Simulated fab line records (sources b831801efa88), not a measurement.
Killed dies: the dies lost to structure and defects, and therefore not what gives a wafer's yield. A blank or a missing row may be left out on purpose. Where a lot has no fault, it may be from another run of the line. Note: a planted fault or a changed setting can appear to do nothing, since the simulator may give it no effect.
fab line records ; flow sky130
[record] lots = 6; wafers = 18; last-day = 50
route steps=708 shown VIA2@509 PAD_OPEN@708
lots that met no fault: from a run of the same line without faults
start-h: hours from the record's opening day to when the first of the lot's shown wafers began ; wait-h: time in hours since the lot's previous step ; " identical to the entry in the row above ; L1.1+2: a single row standing in for several wafers ; - value missing, or start not given ; * or withheld: withheld ; < > ~ a bound
route shown NAME@n: a module of which the file shows steps, and the number in the route of the first ; usual: mean/standard deviation of fault-free wafers ; same: alike in all rows ; chamber/n: place in a boat ; sites: each site's reading ; _std_site: the values' standard deviation ; _edge_site: the outer-site mean with the inner-site mean subtracted ; radius-mm: how far each site lies from the wafer's centre ; mask NAME#n: copy n ; behind: the tool/chamber that last shaped the wafer ; hold: why the lot was held/for how many hours/how that ended ; device: the n, p or np transistor that did not switch ; end of line: tests of these same wafers at the route's end ; a step with no rows: only its recipe ; killed: at the first sort, the dies lost to defects and structure; wafer yield is something else ; map: per-die view of a wafer (x killed, . not killed, _ where there is no die)
set.NAME: the run value of the setting; set.NAME@STEP: its run value at that earlier step ; model.NAME: the simulator's own value behind a step, which no gauge read
a table for each step, a row for each wafer; lots at some steps of the route
services: when a tool's chamber went out of use (start-h, in hours from the record's first day, below 0 if earlier), for how many hours, and the reason
[[steps]]
[step SKY_VIA2_CMP_02]
[recipe] material = SiO2; down-force-psi = 4; platen-rpm = 60; pad-velocity-m-s = 0.94248
[usual] head-pressure-psi = 4.001/0.0095; motor-current-A = 11.8/1.1
lot.wafer;tool;chamber;start-h;wait-h;head-pressure-psi;motor-current-A
L159.2;cmp-02;1;825.12;0.0;4.001;10.1
L159.4;cmp-02;3;825.12;0.0;4.006;11.4
L159.5;cmp-02;2;825.12;0.0;4.005;12.4
L158.3;cmp-02;2;825.58;0.0;4.005;11.7
L158.2;cmp-02;3;825.58;0.0;4.001;11.3
L158.4;cmp-02;0;825.58;0.0;3.987;11.2
L174.3;cmp-02;1;962.65;0.0;3.988;10.5
L174.2;cmp-02;2;962.65;0.0;3.994;12.0
L174.1;cmp-02;0;962.65;0.0;4.007;11.2
L177.4;cmp-02;1;966.36;0.1;4.000;10.0
L177.3;cmp-02;2;966.36;0.1;4.008;12.6
L177.1;cmp-02;3;966.36;0.1;3.991;11.4
L176.2;cmp-01;0;972.97;0.0;4.011;12.3
L176.1;cmp-01;2;972.97;0.0;3.995;11.4
L176.6;cmp-01;1;972.97;0.0;4.004;12.1
L179.2;cmp-02;3;976.57;0.0;3.996;12.2
L179.3;cmp-02;0;976.57;0.0;4.000;10.8
L179.6;cmp-02;0;976.57;0.0;3.998;11.4
[step SKY_VIA2_BOW_MEAS_03]
[recipe] mode = bow
[usual] VIA2_BOW = 85/6.9
lot.wafer;tool;chamber;start-h;wait-h;VIA2_BOW[um]
L159.2;film-metro-04;-;825.44;0.3;82
L159.4;film-metro-04;-;825.44;0.3;88
L159.5;film-metro-04;-;825.44;0.3;85
L158.2;film-metro-01;-;825.90;0.2;76
L158.3;film-metro-01;-;825.90;0.2;88
L158.4;film-metro-01;-;825.90;0.2;80
L174.1;film-metro-03;-;962.95;0.1;105
L174.2;film-metro-03;-;962.95;0.1;88
L174.3;film-metro-03;-;962.95;0.1;94
L177.1;film-metro-04;-;966.61;0.1;83
L177.3;film-metro-04;-;966.61;0.1;94
L177.4;film-metro-04;-;966.61;0.1;85
L176.1;film-metro-01;-;973.27;0.1;81
L176.2;film-metro-01;-;973.27;0.1;93
L176.6;film-metro-01;-;973.27;0.1;94
L179.2;film-metro-03;-;976.89;0.3;101
L179.3;film-metro-03;-;976.89;0.3;85
L179.6;film-metro-03;-;976.89;0.3;95
[step SKY_VIA2_DEHYDRATE_04]
[recipe] temp-c = 200; time-s = 60
[step SKY_VIA2_HMDS_05]
[recipe] prime-time-s = 60; prime-temp-c = 120
[step SKY_VIA2_COAT_06]
[recipe] resist = BARC; temp-c = withheld; time-s = withheld; spin-rpm = 3000; resist-thk-nm = 60
[step SKY_VIA2_COAT_07]
[recipe] resist = KrF-thick; spin-rpm = 3000; resist-thk-nm = 450
[step SKY_VIA2_SOFTBAKE_08]
[recipe] temp-c = 100; time-s = 90; resist = KrF-thick
[step SKY_VIA2_EXPOSE_09]
[recipe] mask-id = VIM2; na = 0.8; source-shape = annular; sigma-inner = 0.55; sigma-outer = 0.85; target-cd-nm = 200; dose-mj = 38
[step SKY_VIA2_PEB_10]
[recipe] peb-temp-c = withheld; peb-time-s = withheld; resist = KrF-thick
[step SKY_VIA2_DEVELOP_11]
[recipe] develop-time-s = 60; resist = KrF-thick; dev-temp-c = 21
[step SKY_VIA2_CD_MEAS_12]
[recipe] target-cd-nm = 200
[usual] cd-nm = 199.6/1.5
lot.wafer;tool;chamber;start-h;wait-h;cd-nm
L159.2;cd-sem-02;-;850.37;-;200.9
L159.4;cd-sem-02;-;850.37;-;201.5
L159.5;cd-sem-02;-;850.37;-;200.1
L158.2;cd-sem-02;-;850.72;-;201.4
L158.3;cd-sem-02;-;850.72;-;201.1
L158.4;cd-sem-02;-;850.72;-;202.4
L174.1;cd-sem-01;-;986.59;-;200.5
L174.2;cd-sem-01;-;986.59;-;201.8
L174.3;cd-sem-01;-;986.59;-;201.2
L177.1;cd-sem-02;-;990.09;-;198.6
L177.3;cd-sem-02;-;990.09;-;200.2
L177.4;cd-sem-02;-;990.09;-;198.4
L176.1;cd-sem-01;-;997.19;-;196.7
L176.2;cd-sem-01;-;997.19;-;198.7
L176.6;cd-sem-01;-;997.19;-;197.7
L179.2;cd-sem-01;-;1000.31;-;203.2
L179.3;cd-sem-01;-;1000.31;-;202.1
L179.6;cd-sem-01;-;1000.31;-;200.8
[step SKY_VIA2_OVL_MEAS_13]
[usual] VIA2_OVL = 3/5.5
lot.wafer;tool;chamber;start-h;wait-h;VIA2_OVL[nm]
L159.2;overlay-01;-;850.48;0.1;0
L159.4;overlay-01;-;850.48;0.1;-4
L159.5;overlay-01;-;850.48;0.1;6
L158.2;overlay-01;-;850.83;0.1;1
L158.3;overlay-01;-;850.83;0.1;-1
L158.4;overlay-01;-;850.83;0.1;-2
L174.1;overlay-02;-;986.71;0.1;-1
L174.2;overlay-02;-;986.71;0.1;12
L174.3;overlay-02;-;986.71;0.1;8
L177.1;overlay-01;-;990.21;0.1;8
L177.3;overlay-01;-;990.21;0.1;1
L177.4;overlay-01;-;990.21;0.1;5
L176.1;overlay-01;-;997.31;0.1;-1
L176.2;overlay-01;-;997.31;0.1;1
L176.6;overlay-01;-;997.31;0.1;8
L179.2;overlay-02;-;1000.42;0.1;4
L179.3;overlay-02;-;1000.42;0.1;2
L179.6;overlay-02;-;1000.42;0.1;6
[step SKY_VIA2_ETCH_14]
[recipe] chemistry = N2/H2; target = BARC; ion-energy-ev = 200; source-w = 500; bias-w = 100; pressure-mtorr = 30; n2-flow-sccm = 100; h2-flow-sccm = 200; stop-on = SiO2; time-s = 45.9; target-depth-a = 600
[usual] bias-w = 100.0/0.3; drypump-motor-current-A = 5.8/0.47; oes-product-au = 0.854/0.0044; throttle-valve-pct = 13.224/0.0091
lot.wafer;tool;chamber;start-h;wait-h;bias-w;drypump-motor-current-A;oes-product-au;rf-hours-counter-h;throttle-valve-pct;model.KrF-thick_of_VIA2_COAT_07.thk-nm
L159.2;rie-diel-01;1;850.51;0.0;100.0;6.4;0.856;16;13.205;393.4
L159.4;rie-diel-01;2;850.51;0.0;99.8;6.6;0.852;10;13.220;394.7
L159.5;rie-diel-01;2;850.51;0.0;99.6;6.6;0.856;-;13.222;394.2
L158.2;rie-diel-03;2;850.86;0.0;99.4;5.1;0.848;6;13.240;392.5
L158.3;rie-diel-03;0;850.86;0.0;100.1;5.2;0.856;24;13.219;389
L158.4;rie-diel-03;3;850.86;0.0;100.3;5.3;0.857;24;13.225;391.3
L174.1;rie-diel-01;2;986.75;0.0;77.2;6.6;0.854;14;13.229;397.6
L174.2;rie-diel-01;1;986.75;0.0;77.1;6.4;0.848;20;13.230;398.5
L174.3;rie-diel-01;0;986.75;0.0;77.4;5.9;0.856;6;13.227;397
L177.1;rie-diel-02;0;990.25;0.0;100.1;5.9;0.853;27;13.218;390.5
L177.3;rie-diel-02;1;990.25;0.0;100.6;6.0;0.860;20;13.241;388
L177.4;rie-diel-02;3;990.25;0.0;100.0;5.1;0.862;28;13.242;389.5
L176.1;rie-diel-01;3;997.35;0.0;77.0;5.6;0.857;13;13.223;395.2
L176.2;rie-diel-01;2;997.35;0.0;77.3;6.6;0.851;14;13.231;394.3
L176.6;rie-diel-01;1;997.35;0.0;77.1;6.4;0.852;-;13.226;396.4
L179.2;rie-diel-02;3;1000.45;0.0;99.8;5.1;0.846;28;13.220;388
L179.3;rie-diel-02;1;1000.45;0.0;99.4;6.0;0.850;20;13.222;389.5
L179.6;rie-diel-02;2;1000.45;0.0;100.1;5.9;0.854;-;13.217;390.5
[step SKY_VIA2_ETCH_15]
[recipe] target = SiO2; chemistry = C4F8/O2/Ar; target-depth-nm = 546; stop-on = TiN; mask-material = KrF-thick; source-w = 1500; bias-w = 1200; pressure-mtorr = 40; c4f8-flow-sccm = withheld; O2_flow_sccm = 6; Ar_flow_sccm = 300; time-s = 84
[usual] bias-w = 1200/3.7; oes-product-au = 0.939/0.0052
lot.wafer;tool;chamber;start-h;wait-h;bias-w;oes-product-au;rf-hours-counter-h
L159.2;rie-diel-01;1;850.55;0.0;1194;0.936;16
L159.4;rie-diel-01;2;850.55;0.0;1202;0.939;10
L159.5;rie-diel-01;2;850.55;0.0;1195;0.935;-
L158.2;rie-diel-03;2;850.90;0.0;1201;0.930;6
L158.3;rie-diel-03;0;850.90;0.0;1202;0.940;24
L158.4;rie-diel-03;3;850.90;0.0;1199;0.952;24
L174.1;rie-diel-01;2;986.79;0.0;1202;0.934;14
L174.2;rie-diel-01;1;986.79;0.0;1204;0.934;20
L174.3;rie-diel-01;0;986.79;0.0;1199;0.936;6
L177.1;rie-diel-02;0;990.29;0.0;1199;0.939;28
L177.3;rie-diel-02;1;990.29;0.0;1210;0.934;20
L177.4;rie-diel-02;3;990.29;0.0;1203;0.942;28
L176.1;rie-diel-01;3;997.39;0.0;1204;0.937;13
L176.2;rie-diel-01;2;997.39;0.0;1195;0.931;14
L176.6;rie-diel-01;1;997.39;0.0;1194;0.943;-
L179.2;rie-diel-02;3;1000.49;0.0;1202;0.944;28
L179.3;rie-diel-02;1;1000.49;0.0;1200;0.940;20
L179.6;rie-diel-02;2;1000.49;0.0;1196;0.939;-
[step SKY_PAD_OPEN_PROBE_99]
[usual] defect-limited-yield = 82.6/1.8; killed_at_M0_to_M3 = 44/6.9; killed_at_M4_up = 3.2/1.8; killed-at-contacts = 23/5.2; killed-at-front-end = 15/4.5; killed-at-other = 0.3/0.56; killed-dies = 85/8.8; killed-on-rim = 17/3.5; killed-open = 47/6.7; killed-short = 39/6.4; sort_bin_3_pad_short = 0.8/0.4; sort_bin_5_function = 10.2/1.3; sort_bin_6_memory = 6.4/1.1; sort-n-pass = 407/8.8; sort-yield-pct = 82.6/1.8
[same] gross-dies = 492; killed-at-back-side = 0; sort_bin_4_leakage[%] = 0; sort_bin_8_speed[%] = 0
lot.wafer;tool;chamber;start-h;wait-h;defect-limited-yield[%];killed_at_M0_to_M3;killed_at_M4_up;killed-at-contacts;killed-at-front-end;killed-at-other;killed-dies;killed-on-rim;killed-open;killed-short;sort_bin_3_pad_short[%];sort_bin_5_function[%];sort_bin_6_memory[%];sort-n-pass;sort-yield-pct[%]
L158.2;prober-02;-;1078.81;0.1;86.8;28;1;21;15;0;65;15;34;31;0;7.9;5.3;427;86.8
L158.3;prober-02;-;1078.86;0.2;78.9;53;2;29;19;1;104;17;50;52;1.2;13.4;6.5;388;78.9
L158.4;prober-02;-;1078.91;0.2;86.2;43;2;16;6;1;68;14;40;28;0.4;9.6;3.9;424;86.2
L159.2;prober-01;-;1079.16;0.1;84.6;38;3;19;16;0;76;16;48;28;0.6;10.0;4.9;416;84.6
L159.4;prober-01;-;1079.26;0.2;83.9;35;2;25;17;0;79;15;42;37;1.2;8.9;5.9;413;83.9
L159.5;prober-01;-;1079.31;0.2;87.2;30;0;19;14;0;63;10;35;28;0.6;7.3;4.9;429;87.2
L174.1;prober-01;-;1181.26;0.1;83.3;48;5;21;8;0;82;18;40;42;1.2;9.8;5.7;410;83.3
L174.2;prober-01;-;1181.31;0.1;84.6;44;1;21;9;1;76;14;47;29;0.2;9.3;5.9;416;84.6
L174.3;prober-01;-;1181.36;0.2;83.7;38;4;24;13;1;80;14;46;34;0.2;10.4;5.7;412;83.7
L177.1;prober-02;-;1184.17;0.1;80.1;49;2;24;23;0;98;22;57;41;1.2;12.2;6.5;394;80.1
L177.3;prober-02;-;1184.27;0.2;82.3;45;2;24;16;0;87;18;43;44;1.0;9.3;7.3;405;82.3
L177.4;prober-02;-;1184.32;0.2;83.7;43;1;21;15;0;80;10;43;37;0.6;9.1;6.5;412;83.7
L176.1;prober-02;-;1187.91;0.1;82.1;42;6;30;10;0;88;17;41;47;0.2;11.8;5.9;404;82.1
L176.2;prober-02;-;1187.96;0.1;82.7;44;4;25;12;0;85;14;47;38;1.0;8.3;7.9;407;82.7
L176.6;prober-02;-;1188.16;0.2;79.3;42;3;37;19;1;102;20;57;45;1.6;11.2;7.9;390;79.3
L179.2;prober-01;-;1189.56;0.1;79.9;48;7;23;21;0;99;19;66;33;0.6;11.2;8.3;393;79.9
L179.3;prober-01;-;1189.61;0.2;82.7;50;3;14;18;0;85;13;39;46;1.2;11.0;5.1;407;82.7
L179.6;prober-01;-;1189.76;0.2;85.4;24;1;21;25;1;72;15;36;36;0.4;7.9;6.3;420;85.4
// killed by level:class
L158.2 CONTACT:geometric-particle:open=7 CONTACT:geometric-particle:short=6 SPACER:geometric-particle:open=5 VIA1:geometric-particle:open=5 METAL1:geometric-particle:short=5 VIA2:geometric-particle:open=5 METAL2:geometric-particle:short=4 POLY_GATE:geometric-particle:open=3
L158.3 METAL2:geometric-particle:short=12 CONTACT:geometric-particle:open=11 VIA2:geometric-particle:open=10 LI_CONTACT:geometric-particle:open=8 CONTACT:geometric-particle:short=6 VIA1:geometric-particle:open=6 VIA2:geometric-particle:short=6 POLY_GATE:geometric-particle:short=4
L158.4 METAL2:geometric-particle:short=8 LI_CONTACT:geometric-particle:open=7 VIA2:geometric-particle:open=7 CONTACT:geometric-particle:open=6 VIA1:geometric-particle:open=6 VIA2:geometric-particle:short=4 METAL1:geometric-particle:short=4 METAL2:geometric-particle:open=3
L159.2 VIA1:geometric-particle:open=11 CONTACT:geometric-particle:open=8 LI_CONTACT:geometric-particle:open=7 VIA3:geometric-particle:open=6 POLY_GATE:geometric-particle:open=5 VIA2:geometric-particle:open=5 METAL1:geometric-particle:short=4 LI_CONTACT:geometric-particle:short=3
L159.4 CONTACT:geometric-particle:open=8 VIA3:geometric-particle:open=7 VIA2:geometric-particle:open=6 FIELD_ISO:geometric-particle:short=5 CONTACT:geometric-particle:short=5 VIA1:geometric-particle:short=5 LI_CONTACT:geometric-particle:open=5 VIA1:geometric-particle:open=5
L159.5 VIA1:geometric-particle:open=9 LI_CONTACT:geometric-particle:open=5 CONTACT:geometric-particle:short=5 FIELD_ISO:geometric-particle:open=4 CONTACT:geometric-particle:open=4 VIA2:geometric-particle:open=4 VIA3:geometric-particle:open=4 METAL2:geometric-particle:short=3
L174.1 CONTACT:geometric-particle:open=14 METAL1:geometric-particle:short=10 VIA2:geometric-particle:open=9 VIA1:geometric-particle:open=6 VIA3:geometric-particle:open=6 LOCAL_INTERCONNECT:geometric-particle:short=4 VIA1:geometric-particle:short=4 VIA2:geometric-particle:short=4
L174.2 VIA1:geometric-particle:open=14 CONTACT:geometric-particle:open=12 METAL1:geometric-particle:short=6 VIA2:geometric-particle:open=6 VIA3:geometric-particle:open=5 LI_CONTACT:geometric-particle:open=4 VIA1:geometric-particle:short=4 FIELD_ISO:geometric-particle:open=3
L174.3 VIA3:geometric-particle:open=12 VIA1:geometric-particle:open=8 LI_CONTACT:geometric-particle:open=7 LOCAL_INTERCONNECT:geometric-particle:short=6 CONTACT:geometric-particle:short=6 VIA1:geometric-particle:short=5 CONTACT:geometric-particle:open=5 FIELD_ISO:geometric-particle:short=4
L177.1 METAL2:geometric-particle:short=13 CONTACT:geometric-particle:open=11 FIELD_ISO:geometric-particle:open=10 VIA1:geometric-particle:open=8 VIA3:geometric-particle:open=8 VIA2:geometric-particle:open=6 LI_CONTACT:geometric-particle:open=5 CONTACT:geometric-particle:short=5
L177.3 CONTACT:geometric-particle:open=15 METAL2:geometric-particle:short=9 VIA1:geometric-particle:open=7 FIELD_ISO:geometric-particle:short=5 FIELD_ISO:geometric-particle:open=5 METAL1:geometric-particle:short=5 VIA1:geometric-particle:short=5 CONTACT:geometric-particle:short=4
L177.4 VIA1:geometric-particle:open=11 LI_CONTACT:geometric-particle:open=6 FIELD_ISO:geometric-particle:open=5 LOCAL_INTERCONNECT:geometric-particle:short=5 METAL2:geometric-particle:short=5 VIA2:geometric-particle:open=5 VIA3:geometric-particle:open=5 FIELD_ISO:geometric-particle:short=4
L176.1 VIA2:geometric-particle:open=11 CONTACT:geometric-particle:short=10 CONTACT:geometric-particle:open=8 METAL1:geometric-particle:short=6 METAL4:geometric-particle:short=6 VIA1:geometric-particle:open=5 METAL2:geometric-particle:short=5 LI_CONTACT:geometric-particle:short=4
L176.2 VIA1:geometric-particle:open=11 CONTACT:geometric-particle:open=10 CONTACT:geometric-particle:short=9 VIA3:geometric-particle:open=8 VIA1:geometric-particle:short=7 VIA2:geometric-particle:open=6 FIELD_ISO:geometric-particle:short=4 LI_CONTACT:geometric-particle:open=4
L176.6 CONTACT:geometric-particle:open=17 LI_CONTACT:geometric-particle:open=9 VIA1:geometric-particle:open=8 VIA3:geometric-particle:open=7 CONTACT:geometric-particle:short=6 VIA1:geometric-particle:short=6 METAL2:geometric-particle:short=6 FIELD_ISO:geometric-particle:short=5
L179.2 VIA1:geometric-particle:open=20 CONTACT:geometric-particle:open=10 VIA3:geometric-particle:open=7 LOCAL_INTERCONNECT:geometric-particle:short=7 POLY_GATE:geometric-particle:open=6 VIA2:geometric-particle:open=6 POLY_GATE:geometric-particle:short=5 FIELD_ISO:geometric-particle:open=4
L179.3 VIA1:geometric-particle:open=14 VIA1:geometric-particle:short=9 POLY_GATE:geometric-particle:open=8 CONTACT:geometric-particle:open=6 FIELD_ISO:geometric-particle:short=5 METAL2:geometric-particle:short=5 METAL1:geometric-particle:short=5 CONTACT:geometric-particle:short=4
L179.6 POLY_GATE:geometric-particle:short=8 CONTACT:geometric-particle:open=7 LOCAL_INTERCONNECT:geometric-particle:short=6 VIA3:geometric-particle:open=6 FIELD_ISO:geometric-particle:short=5 FIELD_ISO:geometric-particle:open=4 METAL1:geometric-particle:short=4 VIA1:geometric-particle:open=4
[[services]]
tool;chamber;start-h;hours;kind
rie-diel-02;3;814.48;7.2;repair
rie-diel-01;-;814.56;0.9;repair
cmp-01;-;818.53;6.7;repair
rie-diel-03;3;835.57;7.0;repair
rie-diel-02;-;884.57;0.9;repair
cmp-02;-;911.44;1.6;repair
cmp-02;-;913.07;4.0;pm
cmp-02;-;917.07;-;consumable-replace:conditioner
cmp-02;-;917.07;-;consumable-replace:pad
rie-diel-03;-;917.19;15.6;repair
rie-diel-02;1;927.61;12.6;repair
rie-diel-03;-;974.42;0.4;repair
rie-diel-03;3;979.72;1.9;repair
rie-diel-02;0;980.70;2.6;repair
rie-diel-01;1;991.54;3.7;repair
[[key]]
[first-sign] step = SKY_VIA2_ETCH_14; reading = bias-w; direction = down; sigmas = 75; usual = 100.0; struck = 77.2
effect none on later readings
[model-effect] step = SKY_VIA2_ETCH_14; value = KrF-thick_of_VIA2_COAT_07.thk-nm; without = 393.4; struck = 396.5
met-at SKY_VIA2_ETCH_14
struck-wafers L174.1,L174.2,L174.3,L176.1,L176.2,L176.6
onset-between 850.51 986.75
[fault] kind = process-parameter-drift; tool = rie-diel-01; chamber = -; onset-h = 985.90; steps = SKY_VIA2_ETCH_14; channel = bias-w; offset = -22.74; shape = step; end-h = 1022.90; acts-in = these-recipes-only; stated = 100
